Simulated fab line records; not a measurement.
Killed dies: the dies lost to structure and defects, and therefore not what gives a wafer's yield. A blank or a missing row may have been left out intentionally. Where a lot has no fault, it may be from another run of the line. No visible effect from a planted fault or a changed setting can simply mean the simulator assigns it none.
Which tool is to blame?    flow gf180mcu    6 lots with 18 wafers sampled at 3 steps, on a route of 602 steps

## WHAT THE GAUGES READ, wafer by wafer
GF_VT_IMPLANT_TW_MEAS_43.
lot   measured      on             VT_IMPLANT_4_TW
L925  day 8 00:15   film metro-03  675 679 678
L927  day 8 13:44   film metro-04  683 684 689
L935  day 10 18:17  film metro-03  668 667 665
L937  day 11 07:38  film metro-03  673 686 673
L940  day 12 11:29  film metro-04  690 694 693
L947  day 14 09:48  film metro-03  682 684 682

## WHAT TOOL EACH LOT RAN ON (gives the tool, then ch and the chambers of the sampled wafers, and finally the start)
lot   GF_VT_IMPLANT_STRIP_31                GF_VT_IMPLANT_IMPLANT_41
L925  plasma asher-01 ch 0,1, day 7 07:44   implanter-02 ch 0, day 8 00:01
L927  plasma asher-01 ch 0,1, day 7 20:47   implanter-02 ch 0, day 8 13:30
L935  plasma asher-03 ch 0,1, day 10 00:05  implanter-03 ch 0, day 10 18:02
L937  plasma asher-03 ch 0,1, day 10 12:22  implanter-03 ch 0, day 11 07:24
L940  plasma asher-03 ch 0, day 11 15:25    implanter-02 ch 0, day 12 11:14
L947  plasma asher-04 ch 0,1, day 13 12:18  implanter-03 ch 0, day 14 09:36
- GF_VT_IMPLANT_STRIP_31: strips in O2/N2.
- GF_VT_IMPLANT_IMPLANT_41

## THE ANSWER, worked out from the rows above alone
Rule: the usual values come from the lots themselves. The widest of any qualifying gaps counts: lots, ordered by their means at a reading, are off when they make up no more than a third of the lots, leave a main group of 4 or more, and stand apart from it by 3 or more times the standard deviation of that group's means. Not used: any main group whose means are identical at the precision the tables above print for the reading. A lot without any number at a reading at which 4 lots or more have one is off too. The other lots that the step has rows for count as sound.
None of the lots is off at any reading shown; this tells nothing.

## WHAT THE SIMULATOR PUT IN
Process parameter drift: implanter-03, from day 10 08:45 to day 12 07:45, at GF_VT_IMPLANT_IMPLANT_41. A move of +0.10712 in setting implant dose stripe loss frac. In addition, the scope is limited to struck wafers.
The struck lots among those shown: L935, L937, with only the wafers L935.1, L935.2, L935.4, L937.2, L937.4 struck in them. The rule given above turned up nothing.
